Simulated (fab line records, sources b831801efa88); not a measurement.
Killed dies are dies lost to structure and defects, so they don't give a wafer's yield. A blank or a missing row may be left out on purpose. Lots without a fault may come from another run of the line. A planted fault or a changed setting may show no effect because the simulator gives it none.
Which tool did it? | flow sky130 | 13 lots, 39 wafers sampled, at 2 steps of a route of 708

WHAT THE GAUGES READ, wafer by wafer
The record holds no reading of a measuring or inspecting step that can be judged against a usual standard deviation.

WHICH TOOL RAN EACH LOT (tool, then ch and the chambers of the sampled wafers, then the start)
lot  | SKY_CONTACT_CMP_27            | SKY_PAD_OPEN_PROBE_99
L527 | cmp-02 ch 0,1,2, day 31 16:13 | -
L528 | cmp-02 ch 0,2,3, day 32 04:06 | prober-01, day 46 04:30
L529 | cmp-01 ch 1,3, day 32 11:07   | -
L530 | cmp-01 ch 0,3, day 33 00:22   | -
L531 | cmp-01 ch 0,2,3, day 33 09:32 | -
L533 | cmp-02 ch 0,1,2, day 33 19:01 | prober-01, day 47 10:32
L532 | cmp-01 ch 0,1,3, day 33 19:04 | prober-02, day 47 12:31
L534 | cmp-01 ch 0,2,3, day 34 04:00 | -
L536 | cmp-01 ch 1,2,3, day 34 18:58 | -
L535 | cmp-01 ch 0,1,2, day 34 22:25 | -
L546 | cmp-01 ch 2,3, day 38 04:44   | prober-01, day 50 11:10
L549 | cmp-02 ch 1,2, day 38 16:58   | -
L550 | cmp-02 ch 1,2, day 38 22:22   | -
- SKY_CONTACT_CMP_27: polishes, stops on SiO2, t overpolish 15 s, target thk 0 nm.
- SKY_PAD_OPEN_PROBE_99

WHAT THE TOOLS THEMSELVES READ (means of the sampled wafers that have a number; where no wafer has one, the mark that the record gives instead)
SKY_CONTACT_CMP_27. Usual: motor_current_A 11.3 A, standard deviation 1.1; overpolish_run_s 15.000 s, standard deviation 0.0082; time_to_endpoint_s 79 s, standard deviation 5.
lot  | tool   | motor_current_A (A) | overpolish_run_s (s) | time_to_endpoint_s (s) | flag
L527 | cmp-02 | 11.5                | 14.996               | 81                     |
L528 | cmp-02 | 12.3                | 14.997               | 85                     |
L529 | cmp-01 | 11.5                | 14.998               | 79                     |
L530 | cmp-01 | 10.7                | 15.000               | 80                     |
L531 | cmp-01 | 10.5                | 15.008               | 77                     |
L533 | cmp-02 | 11.5                | 14.999               | 79                     |
L532 | cmp-01 | 11.2                | 14.994               | 75                     |
L534 | cmp-01 | 10.5                | 14.998               | 78                     |
L536 | cmp-01 | 11.0                | 14.999               | 78                     |
L535 | cmp-01 | 11.2                | 14.996               | 80                     |
L546 | cmp-01 | 10.6                | 14.996               | 85                     |
L549 | cmp-02 | 10.6                | 14.995               | 78                     |
L550 | cmp-02 | 10.6                | 15.002               | 77                     |

SKY_PAD_OPEN_PROBE_99. Usual: killed_at_M0_to_M3 42, standard deviation 7; killed_at_M4_up 3.2, standard deviation 1.6; killed_at_contacts 24, standard deviation 5.8; killed_at_front_end 16, standard deviation 4.3; killed_at_other 0.3, standard deviation 0.62; killed_dies 86, standard deviation 9.5; killed_on_rim 17, standard deviation 3.7; killed_open 46, standard deviation 6.4; killed_short 39, standard deviation 6.3.
lot  | tool      | killed_at_M0_to_M3 | killed_at_M4_up | killed_at_contacts | killed_at_front_end | killed_at_other | killed_dies | killed_on_rim | killed_open | killed_short | flag
L528 | prober-01 | 38                 | 2.3             | 25                 | 16                  | 0.3             | 82          | 15            | 45          | 37           |
L533 | prober-01 | 37                 | 4.7             | 29                 | 19                  | 0.7             | 90          | 17            | 47          | 41           |
L532 | prober-02 | 41                 | 4.7             | 31                 | 16                  | 0.0             | 93          | 20            | 50          | 43           |
L546 | prober-01 | 37                 | 3.3             | 86                 | 16                  | 0.0             | 142         | 29            | 44          | 35           | OFF

THE ANSWER, worked out from the rows above alone
Rule: a lot is off if the mean of its wafers that have a number lies more than 3 standard deviations from the usual mean. A lot without any number at a reading at which 4 lots or more have one is off too. The other lots that the step has rows for count as sound. The gauges are gone through in route order, then the tools' own readings, and for those a lot's mean is taken as printed above. The first step at which some lot is off is used, and at that step the reading that is off furthest; a lot without a number counts as furthest.
Off: L546, at SKY_PAD_OPEN_PROBE_99 (killed_at_contacts). Neither off nor sound, because the step has no rows for them: L527, L529, L530, L531, L534, L536, L535, L549, L550.
A tool fits if, at that step or a process step before it, it ran every lot that is off, and no sound lot after the first of them. Can't be told from this: 2 tools fit, cmp-01 at SKY_CONTACT_CMP_27, prober-01 at SKY_PAD_OPEN_PROBE_99.

WHAT THE SIMULATOR HAD PUT IN
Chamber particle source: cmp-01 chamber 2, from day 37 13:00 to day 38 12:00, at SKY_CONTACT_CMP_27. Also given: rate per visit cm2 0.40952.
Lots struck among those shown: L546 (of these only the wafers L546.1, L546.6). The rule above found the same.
